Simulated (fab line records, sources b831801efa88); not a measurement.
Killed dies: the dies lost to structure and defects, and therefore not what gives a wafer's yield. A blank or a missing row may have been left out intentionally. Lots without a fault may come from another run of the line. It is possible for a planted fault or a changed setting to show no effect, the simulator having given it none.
Chamber matching + flow gf180mcu + GF_V4_ETCH_16 on rie diel-02: 4 sister chambers
The step etches BARC in N2/H2. 8 wafers are shown with their chamber, then 7 later ones without.

EACH WAFER AND ITS CHAMBER
| wafer  | chamber | throttle valve pct (%) | oes product au (a.u.) |
|--------|---------|------------------------|-----------------------|
| L777.3 | 1       | 13.233                 | 0.860                 |
| L779.1 | 1       | 13.230                 | 0.854                 |
| L779.5 | 2       | 13.236                 | 0.861                 |
| L780.2 | 0       | 13.228                 | 0.851                 |
| L781.4 | 2       | 13.224                 | 0.855                 |
| L781.6 | 0       | 13.219                 | 0.840                 |
| L789.1 | 3       | 13.222                 | 0.857                 |
| L789.4 | 3       | 13.226                 | 0.857                 |

WAFERS MISSING THEIR CHAMBER
| wafer  | throttle valve pct (%) | oes product au (a.u.) |
|--------|------------------------|-----------------------|
| L789.6 | 13.218                 | 0.855                 |
| L794.2 | 13.232                 | 0.857                 |
| L794.3 | 13.231                 | 0.857                 |
| L794.4 | 13.225                 | 0.854                 |
| L798.1 | 13.221                 | 0.853                 |
| L798.3 | 13.221                 | 0.856                 |
| L798.5 | 13.221                 | 0.857                 |

EACH ONE'S CHAMBER
| wafer  | from the rows above               | in truth |
|--------|-----------------------------------|----------|
| L789.6 | can't be placed: 3 or 0 or 2 or 1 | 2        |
| L794.2 | can't be placed: 1 or 2 or 3      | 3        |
| L794.3 | can't be placed: 1 or 2 or 3      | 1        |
| L794.4 | can't be placed: 3 or 2 or 1 or 0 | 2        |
| L798.1 | can't be placed: 3 or 0 or 2 or 1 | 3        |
| L798.3 | can't be placed: 3 or 2 or 1 or 0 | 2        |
| L798.5 | can't be placed: 3 or 2 or 1 or 0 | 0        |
Placed correctly: 0 of 7. These rows do not allow placing 7 (true chamber among the candidates in 7). Wrongly placed: 0.
How it was worked out, from the rows above alone: a wafer's distance from a chamber is the root of the sum, over the readings, of the square of ((its reading less the chamber's mean) divided by the reading's scatter). If the next closest chamber is less than 2 further off than the closest, the wafer can't be placed; otherwise it belongs to the closest. Each chamber's mean is taken over the wafers shown for it. The scatter: take each reading less its chamber's mean, square it, sum over the shown wafers, divide by the number of wafers less the number of chambers, and take the root.
